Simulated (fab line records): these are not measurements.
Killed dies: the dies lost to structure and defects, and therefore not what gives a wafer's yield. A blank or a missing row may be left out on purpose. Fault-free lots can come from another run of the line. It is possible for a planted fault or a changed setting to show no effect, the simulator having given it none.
Chamber matching / flow gf180mcu / GF_CONTACT_CMP_27 on cmp-02: 4 sister chambers
The step polishes, stops on SiO2, t overpolish 15 s, target thk 0 nm. 8 wafers are shown with their chamber, then 9 later ones without.

== WAFERS PAIRED WITH THEIR CHAMBERS ==
wafer=L418.2; chamber=1; motor_current_A (A)=10.9; head_pressure_psi (psi)=3.502
wafer=L418.6; chamber=0; motor_current_A (A)=11.2; head_pressure_psi (psi)=3.494
wafer=L419.3; chamber=3; motor_current_A (A)=11.5; head_pressure_psi (psi)=3.496
wafer=L419.4; chamber=2; motor_current_A (A)=10.3; head_pressure_psi (psi)=3.496
wafer=L419.5; chamber=3; motor_current_A (A)=11.1; head_pressure_psi (psi)=3.511
wafer=L423.2; chamber=2; motor_current_A (A)=9.9; head_pressure_psi (psi)=3.498
wafer=L423.3; chamber=1; motor_current_A (A)=11.0; head_pressure_psi (psi)=3.505
wafer=L423.5; chamber=0; motor_current_A (A)=11.5; head_pressure_psi (psi)=3.501

== WAFERS MISSING THEIR CHAMBER ==
wafer=L424.4; motor_current_A (A)=11.6; head_pressure_psi (psi)=3.506
wafer=L424.5; motor_current_A (A)=11.7; head_pressure_psi (psi)=3.497
wafer=L424.6; motor_current_A (A)=10.0; head_pressure_psi (psi)=3.507
wafer=L426.1; motor_current_A (A)=11.6; head_pressure_psi (psi)=3.507
wafer=L426.3; motor_current_A (A)=11.5; head_pressure_psi (psi)=3.492
wafer=L426.6; motor_current_A (A)=10.2; head_pressure_psi (psi)=3.499
wafer=L427.3; motor_current_A (A)=11.9; head_pressure_psi (psi)=3.507
wafer=L427.4; motor_current_A (A)=10.6; head_pressure_psi (psi)=3.490
wafer=L427.5; motor_current_A (A)=11.8; head_pressure_psi (psi)=3.501

== CHAMBER TAKEN BY EACH ==
wafer=L424.4; from the rows above=can't be placed: 3 or 0 or 1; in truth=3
wafer=L424.5; from the rows above=can't be placed: 0 or 3 or 1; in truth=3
wafer=L424.6; from the rows above=2; in truth=2
wafer=L426.1; from the rows above=can't be placed: 3 or 0 or 1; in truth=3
wafer=L426.3; from the rows above=can't be placed: 0 or 3 or 1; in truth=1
wafer=L426.6; from the rows above=2; in truth=2
wafer=L427.3; from the rows above=can't be placed: 3 or 0 or 1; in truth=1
wafer=L427.4; from the rows above=can't be placed: 2 or 1 or 0 or 3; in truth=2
wafer=L427.5; from the rows above=can't be placed: 0 or 3 or 1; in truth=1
Correct placement for 2 of the 9. These rows do not allow placing 7 (true chamber among the candidates in 7). Wrongly placed: 0.
How it was worked out, from the rows above alone: a wafer's distance from a chamber is the root of the sum, over the readings, of the square of ((its reading less the chamber's mean) divided by the reading's scatter). If the next closest chamber is less than 2 further off than the closest, the wafer can't be placed; otherwise it belongs to the closest. For every chamber, the mean is computed from those of its wafers that are shown. The scatter: take each reading less its chamber's mean, square it, sum over the shown wafers, divide by the number of wafers less the number of chambers, and take the root.
